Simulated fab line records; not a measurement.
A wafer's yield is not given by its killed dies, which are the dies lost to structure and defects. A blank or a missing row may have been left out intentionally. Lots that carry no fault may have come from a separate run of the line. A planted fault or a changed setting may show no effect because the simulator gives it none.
Which of the tools did it? -- flow sky130 -- Sampling: 13 lots, 39 wafers, 4 of 708 route steps

== WHAT THE GAUGES SHOWED, per wafer ==
SKY_VT_ADJUST_HVTR_CD_MEAS_07: target cd 380 nm. Usual: cd-nm 379.6 nm, standard deviation 2.2.
lot,measured,on,cd-nm (nm),flag
L163,day 10 06:41,cd-sem-01,379.0 382.5 382.1,
L165,day 10 07:20,cd-sem-02,382.9 382.9 383.1,
L164,day 10 07:35,cd-sem-01,379.4 380.9 378.1,
L166,day 10 09:40,cd-sem-02,380.8 378.8 377.7,
L167,day 10 20:04,cd-sem-01,381.5 381.5 380.0,
L168,day 11 02:22,cd-sem-01,378.8 381.3 380.3,
L169,day 11 10:10,cd-sem-01,379.2 377.2 376.9,
L171,day 12 01:19,cd-sem-02,381.4 379.3 381.8,
L173,day 12 13:25,cd-sem-01,376.8 379.7 377.9,
L174,day 12 16:17,cd-sem-01,380.1 381.5 379.1,
L181,day 14 23:03,cd-sem-02,376.3 377.8 380.0,
L185,day 15 23:53,cd-sem-01,378.3 378.6 378.0,
L186,day 16 19:22,cd-sem-01,380.8 379.4 378.8,

SKY_VT_ADJUST_HVTR_OVL_MEAS_08. Usual: VT_ADJUST_HVTR_OVL typically reads -0.7 nm, with standard deviation 1.5.
lot,measured,on,VT_ADJUST_HVTR_OVL (nm),flag
L163,day 10 06:47,overlay-01,1.6 1.3 1.4,
L165,day 10 07:25,overlay-01,-2.8 -2.5 -2.4,
L164,day 10 07:42,overlay-01,-0.6 1.7 1.2,
L166,day 10 09:45,overlay-01,1.9 2.3 1.5,
L167,day 10 20:11,overlay-02,0.3 0.3 0.7,
L168,day 11 02:29,overlay-01,-2.1 -2.2 -2.1,
L169,day 11 10:15,overlay-02,-1.7 1.1 0.6,
L171,day 12 01:26,overlay-01,1.0 0.7 0.7,
L173,day 12 13:30,overlay-02,-1.8 -1.6 -1.3,
L174,day 12 16:24,overlay-01,-0.2 -0.3 -0.6,
L181,day 15 00:29,overlay-02,-2.7 -3.4 -2.7,
L185,day 16 00:00,overlay-02,-1.2 -2.2 1.3,
L186,day 16 19:29,overlay-01,-0.7 -1.8 -2.0,

SKY_RES_PROTECT_TW_MEAS_08. Usual: POLY_GATE_TW typically reads 4023, with standard deviation 38.
lot,measured,on,POLY_GATE_TW,flag
L163,day 16 03:10,film-metro-01,4096 4069 4086,
L165,day 15 21:38,film-metro-01,4079 4079 4093,
L164,day 16 00:13,film-metro-01,4107 4074 4090,
L166,day 16 03:28,film-metro-04,3994 4018 3996,
L167,day 16 13:00,film-metro-04,4048 4043 4061,
L168,day 17 00:12,film-metro-02,4026 4020 4026,
L169,day 17 07:06,film-metro-02,4041 4047 4030,
L171,day 18 04:20,film-metro-01,4055 4049 4051,
L173,day 18 23:11,film-metro-02,4006 4012 4007,
L174,day 18 23:22,film-metro-04,4020 4028 4028,
L181,day 23 01:01,film-metro-02,4013 4036 4034,
L185,day 23 01:18,film-metro-01,4057 4043 4070,
L186,day 23 13:48,film-metro-04,3987 3996 4004,

== WHAT TOOL EACH LOT RAN ON (gives the tool, then ch and the chambers of the sampled wafers, and finally the start) ==
lot,SKY_GATE_OXIDE_EXPOSE_07
L163,"iline-stepper-02 ch 0, day 14 06:11"
L165,"iline-stepper-01 ch 0, day 14 04:28"
L164,"iline-stepper-02 ch 0, day 14 04:42"
L166,"iline-stepper-01 ch 0, day 14 08:35"
L167,"iline-stepper-02 ch 0, day 14 16:03"
L168,"iline-stepper-02 ch 0, day 15 02:07"
L169,"iline-stepper-02 ch 0, day 15 08:43"
L171,"iline-stepper-02 ch 0, day 16 05:49"
L173,"iline-stepper-02 ch 0, day 16 22:16"
L174,"iline-stepper-01 ch 0, day 16 22:37"
L181,"iline-stepper-02 ch 0, day 19 18:26"
L185,"iline-stepper-02 ch 0, day 20 15:23"
L186,"iline-stepper-01 ch 0, day 21 13:05"
- SKY_GATE_OXIDE_EXPOSE_07: exposes mask LVOM, target cd 600 nm.

== AS READ BY THE TOOLS THEMSELVES (means over the sampled wafers that have a number; for cases with no such wafer, the mark the record gives instead) ==
The record holds no such reading with a usual standard deviation.

== THE ANSWER, worked out from the rows above alone ==
Rule: lot off if the mean of its wafers having a number is beyond 3 standard deviations from the usual mean. A lot without any number at a reading at which 4 lots or more have one is off too. The other lots that the step has rows for count as sound. The gauges are gone through in route order, then the tools' own readings, and for those a lot's mean is taken as printed above. At the first step where some lot is off, the reading lying furthest off is the one used; lots without a number count as furthest.
No lot is off at any reading shown: from this, nothing can be told.

== WHAT THE SIMULATOR HAD INSERTED ==
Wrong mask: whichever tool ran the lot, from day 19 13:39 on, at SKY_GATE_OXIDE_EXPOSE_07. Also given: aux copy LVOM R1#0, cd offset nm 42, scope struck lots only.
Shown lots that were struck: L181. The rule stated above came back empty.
